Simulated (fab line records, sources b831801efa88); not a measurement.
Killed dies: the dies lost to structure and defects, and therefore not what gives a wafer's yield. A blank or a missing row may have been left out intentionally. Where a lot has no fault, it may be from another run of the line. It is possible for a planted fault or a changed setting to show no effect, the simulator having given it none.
Which tool was responsible? / flow sky130 / 18 wafers from 6 lots sampled at 3 of the route's 708 steps

WHAT EACH GAUGE READ, for each wafer
SKY_LDD_P_CD_MEAS_07: target cd 380 nm.
lot=L110; measured=day 19 10:41; on=cd-sem-01; cd-nm (nm)=382.0 379.8 378.8
lot=L120; measured=day 23 16:09; on=cd-sem-01; cd-nm (nm)=384.3 382.0 382.8
lot=L122; measured=day 24 04:39; on=cd-sem-01; cd-nm (nm)=378.7 379.3 380.7
lot=L126; measured=day 25 12:50; on=cd-sem-02; cd-nm (nm)=378.9 380.7 382.3
lot=L129; measured=day 26 10:51; on=cd-sem-01; cd-nm (nm)=380.4 379.5 380.2
lot=L131; measured=day 27 12:29; on=cd-sem-02; cd-nm (nm)=381.5 382.6 380.8

EACH LOT AND THE TOOL THAT RAN IT (in order: tool; ch and the chambers of the sampled wafers; start)
lot=L110; SKY_VT_ADJUST_LVTN_STRIP_20=plasma-asher-03 ch 0,1, day 8 00:28; SKY_LDD_N_IMPLANT_13=implanter-01 ch 0, day 18 04:02
lot=L120; SKY_VT_ADJUST_LVTN_STRIP_20=plasma-asher-04 ch 0,1, day 11 03:32; SKY_LDD_N_IMPLANT_13=implanter-04 ch 0, day 22 09:51
lot=L122; SKY_VT_ADJUST_LVTN_STRIP_20=plasma-asher-01 ch 0, day 11 13:10; SKY_LDD_N_IMPLANT_13=implanter-02 ch 0, day 22 22:19
lot=L126; SKY_VT_ADJUST_LVTN_STRIP_20=plasma-asher-04 ch 0,1, day 12 19:39; SKY_LDD_N_IMPLANT_13=implanter-01 ch 0, day 24 07:10
lot=L129; SKY_VT_ADJUST_LVTN_STRIP_20=plasma-asher-04 ch 1, day 13 12:03; SKY_LDD_N_IMPLANT_13=implanter-04 ch 0, day 25 05:26
lot=L131; SKY_VT_ADJUST_LVTN_STRIP_20=plasma-asher-01 ch 0,1, day 14 11:27; SKY_LDD_N_IMPLANT_13=implanter-04 ch 0, day 26 07:17
- SKY_VT_ADJUST_LVTN_STRIP_20: strips in O2/N2.
- SKY_LDD_N_IMPLANT_13

THE ANSWER, worked out from the rows above alone
Rule: what is usual is taken from the lots themselves. Put in order of their means at a reading, lots are off if they are a third of the lots or fewer, leave a main group of 4 or more, and stand apart from it by a gap of 3 or more times the standard deviation of the main group's means; of several such gaps the widest counts. If all means in a main group match to the digits the tables above print for the reading, that group is not used. Also off: a lot with no number at a reading for which 4 or more lots have one. All remaining lots with rows at the step are treated as sound.
Nothing can be told from this: no lot is off at any reading shown.

WHAT THE SIMULATOR PUT IN
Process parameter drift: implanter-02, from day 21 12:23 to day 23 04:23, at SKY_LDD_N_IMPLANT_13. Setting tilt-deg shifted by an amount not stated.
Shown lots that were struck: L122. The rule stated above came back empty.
